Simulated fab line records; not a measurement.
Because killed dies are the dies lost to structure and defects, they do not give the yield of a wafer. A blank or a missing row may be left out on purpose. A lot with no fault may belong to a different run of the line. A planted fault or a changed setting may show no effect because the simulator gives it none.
Shared-tool check	flow gf180mcu	13 lots, 39 wafers sampled

WHY IT WAS OPENED
At GF_CONTACT_THK_MEAS_03 the reading CONTACT_CVD_02_THK is flagged on 2 of 13 lots. No-fault wafers: 862 nm, standard deviation 11.
Rule: a lot is flagged in two cases, either no wafer of it has a number, or all its wafers with numbers fall more than 4 standard deviations from that mean. All remaining lots are regarded as sound.

lot	measured	on	CONTACT_CVD_02_THK (nm), wafer by wafer	flag
L971	day 15 11:13	filmMetro-04	838 851 870	
L973	day 15 18:47	filmMetro-04	864 848 863	
L972	day 15 23:55	filmMetro-02	868 850 851	
L974	day 16 03:47	filmMetro-04	857 876 862	
L975	day 16 16:58	filmMetro-04	852 848 864	
L979	day 17 20:19	filmMetro-04	1609 1613 1632	FLAGGED
L983	day 19 10:28	filmMetro-02	1614 1604 1635	FLAGGED
L985	day 20 13:25	filmMetro-01	855 866 873	
L988	day 21 08:03	filmMetro-04	869 871 872	
L990	day 22 04:56	filmMetro-01	834 852 850	
L991	day 22 10:31	filmMetro-04	845 849 868	
L993	day 23 06:34	filmMetro-02	854 853 866	
L994	day 23 08:19	filmMetro-04	851 858 867	
On average the flagged lots' numbers are 1618 nm, which is +756 nm against the usual, or +69 standard deviations.

TOOL THAT RAN EACH LOT
Before the reading, the record contains 2 process steps out of a 602-step route. Read each cell as the tool, then ch plus the chambers that the sampled wafers visited, then the start.
lot	flag	GF_SALICIDE_RTA_08	GF_CONTACT_CVD_02
L971		rtpAnneal-02 ch 0, day 15 10:57	pecvd-03 ch 0,1, day 15 11:08
L973		rtpAnneal-02 ch 0, day 15 18:31	pecvd-03 ch 0,1, day 15 18:43
L972		rtpAnneal-02 ch 0, day 15 23:32	pecvd-04 ch 0,1,2, day 15 23:50
L974		rtpAnneal-01 ch 0, day 16 03:31	pecvd-04 ch 0,1, day 16 03:43
L975		rtpAnneal-02 ch 0, day 16 16:42	pecvd-04 ch 0,1,2, day 16 16:53
L979	FLAGGED	rtpAnneal-01 ch 0, day 17 20:02	pecvd-04 ch 0,1, day 17 20:15
L983	FLAGGED	rtpAnneal-01 ch 0, day 19 10:11	pecvd-04 ch 1,2, day 19 10:23
L985		rtpAnneal-02 ch 0, day 20 13:08	pecvd-03 ch 1,2, day 20 13:21
L988		rtpAnneal-02 ch 0, day 21 07:46	pecvd-03 ch 0,1, day 21 07:59
L990		rtpAnneal-01 ch 0, day 22 04:38	pecvd-04 ch 0,1, day 22 04:50
L991		rtpAnneal-01 ch 0, day 22 10:14	pecvd-01 ch 0,2, day 22 10:26
L993		rtpAnneal-02 ch 0, day 23 06:17	pecvd-04 ch 0,1,2, day 23 06:30
L994		rtpAnneal-01 ch 0, day 23 08:04	pecvd-04 ch 0,1, day 23 08:14
What is done by these steps:
- GF_SALICIDE_RTA_08: time 30 s.
- GF_CONTACT_CVD_02: deposits SiO2 from TEOS, target thk 860 nm, time 95.992 s.
- GF_CONTACT_THK_MEAS_03

FLAGGED OVER TOTAL, TOOL BY TOOL (the gauges that took the reading come last)
step	tool	lots run	flagged	share of the flagged lots	sound lots run after its first flagged lot
GF_SALICIDE_RTA_08	rtpAnneal-01	6	2	all	3 (L990,L991,L994)
GF_SALICIDE_RTA_08	rtpAnneal-02	7	0	none	-
GF_CONTACT_CVD_02	pecvd-01	1	0	none	-
GF_CONTACT_CVD_02	pecvd-03	4	0	none	-
GF_CONTACT_CVD_02	pecvd-04	8	2	all	3 (L990,L993,L994)
GF_CONTACT_THK_MEAS_03	filmMetro-01	2	0	none	-
GF_CONTACT_THK_MEAS_03	filmMetro-02	3	1	some	1 (L993)
GF_CONTACT_THK_MEAS_03	filmMetro-04	8	1	some	3 (L988,L991,L994)

THE TABLE: WHAT IT ALLOWS
rtpAnneal-01 at GF_SALICIDE_RTA_08 and pecvd-04 at GF_CONTACT_CVD_02 are the 2 rows of the table that ran each flagged lot.
- rtpAnneal-01 at GF_SALICIDE_RTA_08: 2 of its 6 lots flagged. Sound lots ran on it after the first flagged one (L990, L991, L994), which a lasting fault on the whole tool wouldn't allow.
- pecvd-04 at GF_CONTACT_CVD_02: 2 of its 8 lots flagged. Sound lots ran on it after the first flagged one (L990, L993, L994), which a lasting fault on the whole tool wouldn't allow.
None of the table's rows ran every flagged lot and, after the first, no sound lot.

WHAT THE SIMULATOR PUT IN
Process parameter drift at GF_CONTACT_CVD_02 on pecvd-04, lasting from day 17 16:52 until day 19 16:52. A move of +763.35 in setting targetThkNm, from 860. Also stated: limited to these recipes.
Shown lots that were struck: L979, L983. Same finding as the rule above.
